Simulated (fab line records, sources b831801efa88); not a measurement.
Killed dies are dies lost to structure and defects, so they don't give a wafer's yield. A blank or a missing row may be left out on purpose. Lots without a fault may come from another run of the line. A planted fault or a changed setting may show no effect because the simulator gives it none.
Which tool did it? | flow sky130 | 11 lots, 31 wafers sampled, at 5 steps of a route of 708

WHAT THE GAUGES READ, wafer by wafer
SKY_SD_N_OVL_MEAS_08.
lot  | measured     | on         | SD_N_OVL (nm)
L695 | day 28 06:59 | overlay-01 | 0.3 0.8 1.0
L696 | day 29 11:59 | overlay-01 | 0.0 2.7 0.7
L699 | day 30 01:02 | overlay-02 | -2.4 -2.0 -1.6
L697 | day 30 03:03 | overlay-01 | -0.1 -0.7 0.7
L703 | day 31 03:38 | overlay-02 | -0.9 -1.2 0.1
L706 | day 31 21:45 | overlay-02 | -1.7 -2.1 -2.6
L707 | day 32 05:38 | overlay-02 | -2.3 -1.9
L709 | day 32 09:09 | overlay-01 | 2.7 -0.4
L710 | day 32 13:42 | overlay-02 | -3.2 -2.7 -1.7
L713 | day 34 03:00 | overlay-01 | -1.0 -1.3 -1.6
L714 | day 34 15:56 | overlay-02 | 0.8 -1.3 -2.9

SKY_SD_N_RS_MEAS_18: measures by four-point-probe.
lot  | measured     | on            | RES_XHIGH_RS (ohm/sq)
L695 | day 28 07:59 | film_metro-03 | 333.1 333.9 332.7
L696 | day 29 12:57 | film_metro-01 | 334.5 335.1 335.1
L699 | day 30 02:09 | film_metro-04 | 331.7 332.8 333.3
L697 | day 30 04:02 | film_metro-03 | 333.2 333.8 333.6
L703 | day 31 04:38 | film_metro-01 | 332.4 332.5 331.1
L706 | day 31 22:46 | film_metro-01 | 332.7 333.6 332.7
L707 | day 32 06:36 | film_metro-01 | 334.2 336.6
L709 | day 32 10:08 | film_metro-04 | 334.0 333.9
L710 | day 32 14:41 | film_metro-03 | 334.6 335.0 335.3
L713 | day 34 03:58 | film_metro-04 | 333.6 332.6 335.2
L714 | day 34 16:54 | film_metro-03 | 332.8 333.7 333.2

SKY_PASSIVATION_THK_MEAS_03.
lot  | measured     | on            | PASSIVATION_CVD_02_THK (nm)
L695 | day 43 20:09 | film_metro-03 | 543 550 549
L696 | day 44 17:20 | film_metro-03 | 532 540 532
L699 | day 45 12:26 | film_metro-03 | 536 540 541
L697 | day 45 13:54 | film_metro-03 | 537 533 541
L703 | day 46 08:28 | film_metro-04 | 534 536 541
L706 | day 46 16:37 | film_metro-04 | 522 392 535
L707 | day 46 21:37 | film_metro-03 | 526 392
L709 | day 47 08:53 | film_metro-01 | 386 394
L710 | day 47 13:10 | film_metro-01 | 535 536 535
L713 | day 48 11:11 | film_metro-04 | 541 540 542
L714 | day 49 00:34 | film_metro-03 | 549 548 554

WHICH TOOL RAN EACH LOT (tool, then ch and the chambers of the sampled wafers, then the start)
lot  | SKY_LDD_LDN_STRIP_12                 | SKY_PASSIVATION_CVD_02
L695 | plasma_asher-04 ch 0,1, day 23 12:59 | pecvd-03 ch 0,1,2, day 43 19:55
L696 | plasma_asher-04 ch 0,1, day 24 17:08 | pecvd-02 ch 1,2, day 44 17:07
L699 | plasma_asher-01 ch 0,1, day 25 05:12 | pecvd-03 ch 0,2, day 45 12:13
L697 | plasma_asher-01 ch 0,1, day 25 05:31 | pecvd-03 ch 1,2, day 45 13:37
L703 | plasma_asher-04 ch 0,1, day 26 08:44 | pecvd-02 ch 0,1,2, day 46 08:20
L706 | plasma_asher-03 ch 0,1, day 27 06:04 | pecvd-03 ch 1,2, day 46 16:23
L707 | plasma_asher-01 ch 0,1, day 27 11:28 | pecvd-03 ch 0,1, day 46 21:23
L709 | plasma_asher-01 ch 0, day 27 15:41   | pecvd-03 ch 0,1, day 47 08:38
L710 | plasma_asher-01 ch 0,1, day 27 19:47 | pecvd-01 ch 0,1, day 47 12:55
L713 | plasma_asher-03 ch 0,1, day 29 15:55 | pecvd-01 ch 0,1,2, day 48 10:58
L714 | plasma_asher-03 ch 0,1, day 29 23:20 | pecvd-01 ch 0,2, day 49 00:20
- SKY_LDD_LDN_STRIP_12: strips in O2/N2.
- SKY_PASSIVATION_CVD_02: deposits Si3N4, target thk 540 nm.

WHAT THE TOOLS THEMSELVES READ (means of the sampled wafers that have a number; where no wafer has one, the mark that the record gives instead)
SKY_LDD_LDN_STRIP_12.
lot  | tool            | drypump_motor_current_A (A) | oes_product_au (a.u.) | strip_time_to_endpoint_s (s)
L695 | plasma_asher-04 | 6.1                         | 0.715                 | 14.24
L696 | plasma_asher-04 | 5.6                         | 0.715                 | 14.09
L699 | plasma_asher-01 | 5.6                         | 0.719                 | 14.21
L697 | plasma_asher-01 | 5.7                         | 0.720                 | 14.18
L703 | plasma_asher-04 | 6.1                         | 0.715                 | 14.14
L706 | plasma_asher-03 | 5.9                         | 0.716                 | 14.18
L707 | plasma_asher-01 | 5.7                         | 0.715                 | 14.23
L709 | plasma_asher-01 | 6.0                         | 0.714                 | 14.16
L710 | plasma_asher-01 | 5.7                         | 0.717                 | 14.17
L713 | plasma_asher-03 | 5.9                         | 0.716                 | 14.17
L714 | plasma_asher-03 | 6.1                         | 0.714                 | 14.26

SKY_PASSIVATION_CVD_02.
lot  | tool     | heater_power_w (W) | rf_fwd_power_W (W)
L695 | pecvd-03 | 760                | 448.6
L696 | pecvd-02 | 713                | 450.3
L699 | pecvd-03 | 753                | 450.0
L697 | pecvd-03 | 722                | 448.6
L703 | pecvd-02 | 676                | 449.7
L706 | pecvd-03 | 723                | 449.7
L707 | pecvd-03 | 695                | 448.5
L709 | pecvd-03 | 732                | 450.0
L710 | pecvd-01 | 879                | 448.8
L713 | pecvd-01 | 783                | 448.7
L714 | pecvd-01 | 702                | 448.7

THE ANSWER, worked out from the rows above alone
Rule: what is usual is taken from the lots themselves. Put in order of their means at a reading, lots are off if they are a third of the lots or fewer, leave a main group of 4 or more, and stand apart from it by a gap of 3 or more times the standard deviation of the main group's means; of several such gaps the widest counts. A main group whose means are all the same, to the digits that the tables above print for the reading, isn't used. A lot without any number at a reading at which 4 lots or more have one is off too. The other lots that the step has rows for count as sound. The gauges are gone through in route order, then the tools' own readings, and for those a lot's mean is taken as printed above. The first step at which some lot is off is used, and at that step the reading that is off furthest; a lot without a number counts as furthest.
Off: L706, L707, L709, at SKY_PASSIVATION_THK_MEAS_03 (PASSIVATION_CVD_02_THK). The main group: mean 540 nm, standard deviation 5.4.
A tool fits if, at a process step before that reading, it ran every lot that is off, and no sound lot after the first of them. The gauges at SKY_PASSIVATION_THK_MEAS_03 are tried like those tools. One fits: pecvd-03 at SKY_PASSIVATION_CVD_02. Its last sound lot is L697 (day 45 13:37), its first lot that is off L706 (day 46 16:23): a fault that began between those two fits.

WHAT THE SIMULATOR HAD PUT IN
Process parameter drift: pecvd-03, from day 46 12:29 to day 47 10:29, at SKY_PASSIVATION_CVD_02. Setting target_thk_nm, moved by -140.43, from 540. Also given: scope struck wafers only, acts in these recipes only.
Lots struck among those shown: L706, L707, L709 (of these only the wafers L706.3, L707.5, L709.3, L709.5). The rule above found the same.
